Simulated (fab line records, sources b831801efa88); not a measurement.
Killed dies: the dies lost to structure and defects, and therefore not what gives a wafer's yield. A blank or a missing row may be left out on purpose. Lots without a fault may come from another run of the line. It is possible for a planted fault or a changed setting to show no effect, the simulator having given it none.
2 desks looking at one fault + flow sky130 + each desk has only its own numbers; what lay behind them comes last

== FROM THE METROLOGY DESK ==
What the gauges read, lot by lot, whatever tool the lot ran on: means of the sampled wafers that have a number. A lot is out of limits, marked OUT, if its mean lies more than 4 standard deviations from the usual mean; the brackets give that distance.
Columns: A = LI_CONTACT_HDPCVD_THK at SKY_LI_CONTACT_THK_MEAS_01, usual 935 nm; B = LI_CONTACT_BOW at SKY_LI_CONTACT_BOW_MEAS_03, usual 56 um
| lot  | first seen here | A              | B  |
|------|-----------------|----------------|----|
| L866 | day 27 22:42    | 940            | 52 |
| L867 | day 28 16:41    | 945            | 52 |
| L875 | day 31 03:23    | 983 (+4.9) OUT | 55 |
| L876 | day 31 08:10    | 974            | 56 |
| L882 | day 33 14:20    | 950            | 54 |
| L883 | day 33 18:11    | 933            | 57 |
| L884 | day 34 01:19    | 923            | 66 |
| L885 | day 34 10:55    | 937            | 48 |
| L886 | day 34 17:35    | 922            | 52 |
| L888 | day 35 03:45    | 942            | 59 |
| L889 | day 35 09:55    | 925            | 52 |
This desk finds L875 out of limits, with the earliest case on L875 at day 31 03:23 (LI_CONTACT_HDPCVD_THK at SKY_LI_CONTACT_THK_MEAS_01). L866, L867, L876, L882, L883, L884, L885, L886, L888, L889 stayed within limits.

== AT THE TOOL OWNER'S DESK: hdpcvd-01 ==
The tool's own readings at SKY_LI_CONTACT_HDPCVD_00 (deposits PSG, target thk 930 nm, time 155 s): means of the sampled wafers that have a number, for each lot that ran on this tool. A lot is out of limits, marked OUT, if its mean lies more than 4 standard deviations from the usual mean; the brackets give that distance.
Columns: A = run-length-s at SKY_LI_CONTACT_HDPCVD_00, usual 183.2 s
| lot  | first seen here | A                |
|------|-----------------|------------------|
| L867 | day 28 16:34    | 182.8            |
| L875 | day 31 03:17    | 188.0 (+8.6) OUT |
| L876 | day 31 08:05    | 188.4 (+9.3) OUT |
| L882 | day 33 14:13    | 183.1            |
| L888 | day 35 03:38    | 182.6            |
This desk finds L875, L876 out of limits, L875 being first, at day 31 03:17 (run-length-s at SKY_LI_CONTACT_HDPCVD_00). L867, L882, L888 stayed within limits.

== TAKEN TOGETHER ==
The tool owner's desk had the chance to raise an alarm at day 31 03:17 on L875, L876.
On L875, the metrology desk was in a position to raise an alarm at day 31 03:23.
The metrology desk holds a record of L876, inside its limits.
Every lot named ran SKY_LI_CONTACT_HDPCVD_00 on hdpcvd-01.

== WHAT THE SIMULATOR HAD INSERTED ==
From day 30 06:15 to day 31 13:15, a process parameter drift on hdpcvd-01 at SKY_LI_CONTACT_HDPCVD_00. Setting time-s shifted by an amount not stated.
Lots struck among those shown: L875, L876.
Delay (hours) between the fault's onset and each desk's first out-of-limits reading: 21 at the tool owner's desk, 21 at the metrology desk.
